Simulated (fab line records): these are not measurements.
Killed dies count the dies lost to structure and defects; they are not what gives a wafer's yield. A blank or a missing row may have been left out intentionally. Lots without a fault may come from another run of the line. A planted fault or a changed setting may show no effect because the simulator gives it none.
Which tool was responsible?    flow gf180mcu    36 wafers from 12 lots sampled at 5 of the route's 602 steps

## WHAT THE GAUGES READ, wafer by wafer
GF_STI_THK_MEAS_02.
lot   measured     on            STI_OXIDATION_THK (nm)
L549  day 1 11:31  filmMetro-01  10.26 10.39 10.00
L551  day 1 21:31  filmMetro-02  9.94 10.12 10.01
L553  day 2 08:15  filmMetro-03  9.59 9.69 9.66
L554  day 2 13:16  filmMetro-02  9.75 9.73 9.67
L555  day 2 17:31  filmMetro-01  9.95 10.00 10.12
L557  day 3 03:31  filmMetro-01  10.06 10.11 10.15
L564  day 4 14:52  filmMetro-02  10.12 10.07 10.29
L566  day 5 00:31  filmMetro-01  9.83 10.04 9.86
L568  day 5 10:55  filmMetro-01  10.37 10.13 10.23
L569  day 5 15:32  filmMetro-03  10.03 10.08 10.02
L570  day 5 20:31  filmMetro-03  9.76 9.76 9.69
L571  day 6 02:26  filmMetro-01  10.48 10.43 10.40

GF_STI_THK_MEAS_04.
lot   measured     on            STI_CVD_03_THK (nm)
L549  day 1 14:33  filmMetro-01  210.6 211.6 210.9
L551  day 1 23:34  filmMetro-01  213.4 212.8 211.6
L553  day 2 10:18  filmMetro-03  169.0 166.8 164.8
L554  day 2 15:19  filmMetro-02  171.5 171.8 171.5
L555  day 2 19:34  filmMetro-01  167.0 167.1 166.7
L557  day 3 05:34  filmMetro-01  209.8 208.7 208.1
L564  day 4 16:55  filmMetro-01  208.6 209.5 208.2
L566  day 5 02:34  filmMetro-02  209.6 211.0 208.5
L568  day 5 12:58  filmMetro-03  213.1 211.9 210.1
L569  day 5 17:35  filmMetro-03  211.6 213.4 211.3
L570  day 5 22:34  filmMetro-02  210.5 209.4 211.5
L571  day 6 04:29  filmMetro-02  207.9 208.7 210.3

GF_MVSD_OVL_MEAS_07.
lot   measured     on          MVSD_OVL (nm)
L549  day 4 10:58  overlay-01  -0.7 0.0 0.0
L551  day 4 19:52  overlay-02  0.3 -0.8 0.2
L553  day 5 10:04  overlay-02  -0.1 -0.2 0.8
L554  day 5 14:43  overlay-02  0.3 -0.1 1.7
L555  day 5 21:01  overlay-01  -0.8 -0.2 -2.7
L557  day 6 10:13  overlay-02  -0.2 0.5 0.3
L564  day 8 01:57  overlay-02  -0.2 -0.2 -0.1
L566  day 8 12:55  overlay-02  -2.2 -2.3 -1.4
L568  day 9 01:14  overlay-02  0.2 1.2 -2.2
L569  day 9 05:59  overlay-02  0.6 -1.8 1.9
L570  day 9 10:55  overlay-02  0.5 -1.1 0.0
L571  day 9 18:16  overlay-02  -2.1 -3.2 -2.0

## WHICH TOOL RAN EACH LOT (tool, then ch and the chambers of the sampled wafers, then the start)
lot   GF_STI_CVD_03               GF_STI_ETCH_13
L549  lpcvd-02 ch 1, day 1 11:34  rieDiel-02 ch 1,3, day 2 02:35
L551  lpcvd-02 ch 0, day 1 21:34  rieDiel-03 ch 1,2,3, day 2 10:38
L553  lpcvd-02 ch 1, day 2 08:18  rieDiel-01 ch 0,3, day 2 23:06
L554  lpcvd-02 ch 1, day 2 13:19  rieDiel-01 ch 0,2, day 3 02:41
L555  lpcvd-02 ch 0, day 2 17:34  rieDiel-02 ch 0,1,2, day 3 08:02
L557  lpcvd-01 ch 1, day 3 03:34  rieDiel-01 ch 1,2,3, day 3 18:27
L564  lpcvd-01 ch 0, day 4 14:54  rieDiel-03 ch 0,1,2, day 5 07:05
L566  lpcvd-01 ch 0, day 5 00:34  rieDiel-02 ch 1,2, day 5 16:35
L568  lpcvd-01 ch 0, day 5 10:58  rieDiel-01 ch 0,2, day 6 03:59
L569  lpcvd-01 ch 0, day 5 15:34  rieDiel-03 ch 0,1,3, day 6 08:59
L570  lpcvd-02 ch 0, day 5 20:34  rieDiel-02 ch 0,3, day 6 13:53
L571  lpcvd-02 ch 1, day 6 02:30  rieDiel-01 ch 0,1,3, day 6 19:38
- GF_STI_CVD_03: deposits Si3N4 from DCS/NH3, target thk 207.16 nm, time 3551 s.
- GF_STI_ETCH_13: etches the open film in CHF3/O2, stops on Si, target depth 282.31 nm, time 112.9 s.

## AS READ BY THE TOOLS THEMSELVES (means over the sampled wafers that have a number; for cases with no such wafer, the mark the record gives instead)
GF_STI_CVD_03.
lot   tool      spikeTcCentreC (C)  susceptorTempC (C)
L549  lpcvd-02  770.4               769.8
L551  lpcvd-02  771.4               770.1
L553  lpcvd-02  770.8               -
L554  lpcvd-02  770.7               -
L555  lpcvd-02  771.9               -
L557  lpcvd-01  770.6               770.1
L564  lpcvd-01  770.2               770.2
L566  lpcvd-01  770.8               770.2
L568  lpcvd-01  770.4               769.8
L569  lpcvd-01  770.7               770.1
L570  lpcvd-02  771.9               770.0
L571  lpcvd-02  770.6               769.8

GF_STI_ETCH_13.
lot   tool        biasW (W)  chf3FlowSccm (sccm)  drypumpMotorCurrentA (A)  oesProductAu (a.u.)  throttleValvePct (%)
L549  rieDiel-02  200.7      50.01                5.6                       0.839                8.817
L551  rieDiel-03  199.9      50.19                5.8                       0.847                8.810
L553  rieDiel-01  200.6      50.00                6.2                       0.743                8.790
L554  rieDiel-01  200.1      50.01                5.6                       0.751                8.779
L555  rieDiel-02  199.6      50.00                6.2                       0.742                8.779
L557  rieDiel-01  199.9      49.91                5.9                       0.836                8.810
L564  rieDiel-03  199.9      49.74                5.5                       0.833                8.806
L566  rieDiel-02  199.8      49.84                6.4                       0.836                8.820
L568  rieDiel-01  200.6      50.07                5.6                       0.841                8.815
L569  rieDiel-03  199.9      49.79                5.4                       0.843                8.811
L570  rieDiel-02  199.8      50.13                5.3                       0.839                8.805
L571  rieDiel-01  200.0      49.98                6.2                       0.838                8.816

## THE ANSWER, worked out from the rows above alone
Rule: usual is defined by the lots themselves. The widest of any qualifying gaps counts: lots, ordered by their means at a reading, are off when they make up no more than a third of the lots, leave a main group of 4 or more, and stand apart from it by 3 or more times the standard deviation of that group's means. A main group whose means are all the same, to the digits that the tables above print for the reading, isn't used. Also off: a lot with no number at a reading for which 4 or more lots have one. The other lots that the step has rows for count as sound. Order of review: gauges by route order, followed by the tools' own readings, for which a lot's mean as printed above is used. At the first step where some lot is off, the reading lying furthest off is the one used; lots without a number count as furthest.
Off: L553, L554, L555, seen at GF_STI_THK_MEAS_04 (STI_CVD_03_THK). Main group: mean 210.5 nm, sd 1.4.
A tool fits if, at a process step before that reading, it ran every lot that is off, and no sound lot after the first of them. The gauges at GF_STI_THK_MEAS_04 aren't tried: what is off there is off at GF_STI_CVD_03 too, on other tools, and a gauge's error can't cause that. No candidate that was tried fits.

## WHAT THE SIMULATOR PUT IN
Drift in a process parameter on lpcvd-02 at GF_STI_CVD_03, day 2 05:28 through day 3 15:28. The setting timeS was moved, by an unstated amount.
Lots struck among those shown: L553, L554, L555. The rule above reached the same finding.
